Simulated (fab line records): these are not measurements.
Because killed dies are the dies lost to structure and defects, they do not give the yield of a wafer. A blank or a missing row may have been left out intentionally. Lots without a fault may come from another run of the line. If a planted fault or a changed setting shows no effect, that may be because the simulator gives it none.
8D (eight disciplines) problem report, filled in by code    flow sky130    the parts of the form that need people (team, actions taken, sign-off) are left out

1. THE PROBLEM
At SKY_METAL3_METAL_ETCH_18, run_length_s averages 222.8 s over 6 wafers from 2 lots, while fault-free wafers read 211.4 s, standard deviation 0.42. Relative to the usual mean, that is a shift of +27 standard deviations.
The step: etches the open film in Cl2/BCl3, stops on SiO2, target depth 845 nm, time 183.1 s.
First observed at day 40 19:16: wafer L942.1, on rie_metal-01. At this step, 18 wafers from 6 lots have a number in the record. Rule for "out", or "out of limits": more than 4 standard deviations from the usual mean. All remaining wafers that have a number are taken as sound.

2. WHAT IT IS, AND WHAT IT ISN'T
question                     is                      is not
which readings at this step  run_length_s            drypump_motor_current_A
which lots                   L942, L943              L939, L952, L953, L955
which wafers of those lots   all that have a number  -
read on which tools          rie_metal-01            rie_metal-02, rie_metal-04
when                         from day 40 19:16       up to then (3 sound wafers); but 9 sound wafers of L952, L953, L955 came after

3. SUSPECTS, AND WHAT RULES EACH OUT
Counting: a tool stays on the suspect list if, at a process step up to the reading, it processed all lots that are out and no sound lot following the first of them.
- rie_diel-04 at SKY_METAL3_ETCH_17 (etches SiO2 in C4F8/O2/Ar, stops on TiN, time 3.9 s, target depth 15 nm): ruled out as a lasting fault. The sound lots L955 went through it after L942, its earliest lot that is out (day 40 19:14).
- rie_metal-01 at SKY_METAL3_METAL_ETCH_18 (etches the open film in Cl2/BCl3, stops on SiO2, target depth 845 nm, time 183.1 s): kept. It ran every lot that is out, first L942 (day 40 19:16), and no sound lot after that; its last sound lot up to then is L939 (day 39 07:14). Its own readings are out on those wafers: run_length_s.
The count leaves rie_metal-01 at SKY_METAL3_METAL_ETCH_18.

4. THE CAUSE (what the simulator had put in)
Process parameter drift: rie_metal-01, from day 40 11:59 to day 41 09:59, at SKY_METAL3_METAL_ETCH_18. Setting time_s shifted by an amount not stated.
The count eliminated every tool but this one.

5. THE CHAIN OF EFFECTS, in route order
Each row: a reading where the mean over the struck wafers with a number is more than 3 standard deviations away from the usual. Only readings for which the record gives a usual standard deviation are gone through. hours: the time from each lot's start at the first step in this table that gives one to its start at this step, as a median over the lots. sigmas: the change in usual standard deviations.
hours  step                      reading         usual       on struck wafers  change  sigmas
0      SKY_METAL3_METAL_ETCH_18  oes_product_au  0.867 a.u.  0.844             -0.023  -3.5
0      SKY_METAL3_METAL_ETCH_18  run_length_s    211.4 s     222.8             +11.4   +27
Its process steps:
- SKY_METAL3_METAL_ETCH_18: etches the open film in Cl2/BCl3, stops on SiO2, target depth 845 nm, time 183.1 s.

6. HOW IT WOULD HAVE BEEN CAUGHT EARLIER
7 hours passed between the start of the fault at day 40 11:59 and the first reading out of limits in this record, taken at day 40 19:16.
